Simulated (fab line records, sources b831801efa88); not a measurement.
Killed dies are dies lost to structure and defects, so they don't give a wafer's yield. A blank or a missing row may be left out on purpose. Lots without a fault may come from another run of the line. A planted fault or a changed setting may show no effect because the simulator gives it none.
Which tool did it? | flow gf180mcu | 14 lots, 42 wafers sampled, at 2 steps of a route of 602

WHAT THE GAUGES READ, wafer by wafer
GF_M5_CD_MEAS_07: target cd 280 nm.
lot  | measured     | on        | cd_nm (nm)
L736 | day 26 08:40 | cd_sem-02 | 280.8 279.3 278.6
L738 | day 26 23:14 | cd_sem-02 | 279.4 279.8 279.8
L740 | day 27 17:57 | cd_sem-01 | 279.5 280.2 279.2
L741 | day 28 03:28 | cd_sem-02 | 278.7 279.3 278.0
L742 | day 28 12:45 | cd_sem-02 | 282.2 282.8 282.5
L743 | day 28 13:27 | cd_sem-01 | 281.0 281.5 282.5
L744 | day 29 04:32 | cd_sem-02 | 279.8 278.5 279.8
L746 | day 29 17:21 | cd_sem-01 | 280.9 280.5 279.8
L748 | day 30 02:54 | cd_sem-02 | 281.3 280.8 280.8
L752 | day 31 10:18 | cd_sem-02 | 281.1 280.8 282.1
L753 | day 31 13:55 | cd_sem-01 | 279.8 279.4 279.5
L757 | day 32 11:59 | cd_sem-01 | 278.2 278.6 278.5
L758 | day 32 17:11 | cd_sem-02 | 281.5 280.7 279.8
L759 | day 33 03:40 | cd_sem-02 | 279.8 280.9 279.8

GF_V5_THK_MEAS_01.
lot  | measured     | on            | V5_CVD_00_THK (nm)
L736 | day 26 09:37 | film_metro-02 | 297 301 300
L738 | day 27 00:13 | film_metro-03 | 295 292 296
L740 | day 27 18:51 | film_metro-04 | 297 299 300
L741 | day 28 04:20 | film_metro-04 | 299 298 302
L742 | day 28 13:37 | film_metro-03 | 290 296 295
L743 | day 28 14:19 | film_metro-04 | 295 296 290
L744 | day 29 05:26 | film_metro-04 | 301 298 298
L746 | day 29 18:14 | film_metro-02 | 301 301 296
L748 | day 30 03:46 | film_metro-03 | 294 291 296
L752 | day 31 11:10 | film_metro-02 | 294 297 299
L753 | day 31 14:48 | film_metro-04 | 297 300 297
L757 | day 32 12:53 | film_metro-04 | 298 296 294
L758 | day 32 18:02 | film_metro-04 | 299 298 303
L759 | day 33 04:32 | film_metro-02 | 302 298 295

WHICH TOOL RAN EACH LOT (tool, then ch and the chambers of the sampled wafers, then the start)
The record holds no process step before these readings.

WHAT THE TOOLS THEMSELVES READ (means of the sampled wafers that have a number; where no wafer has one, the mark that the record gives instead)
The record holds no such reading with a usual standard deviation.

THE ANSWER, worked out from the rows above alone
Rule: what is usual is taken from the lots themselves. Put in order of their means at a reading, lots are off if they are a third of the lots or fewer, leave a main group of 4 or more, and stand apart from it by a gap of 3 or more times the standard deviation of the main group's means; of several such gaps the widest counts. A main group whose means are all the same, to the digits that the tables above print for the reading, isn't used. A lot without any number at a reading at which 4 lots or more have one is off too. The other lots that the step has rows for count as sound. The gauges are gone through in route order, then the tools' own readings, and for those a lot's mean is taken as printed above. The first step at which some lot is off is used, and at that step the reading that is off furthest; a lot without a number counts as furthest.
No lot is off at any reading shown: from this, nothing can be told.

WHAT THE SIMULATOR HAD PUT IN
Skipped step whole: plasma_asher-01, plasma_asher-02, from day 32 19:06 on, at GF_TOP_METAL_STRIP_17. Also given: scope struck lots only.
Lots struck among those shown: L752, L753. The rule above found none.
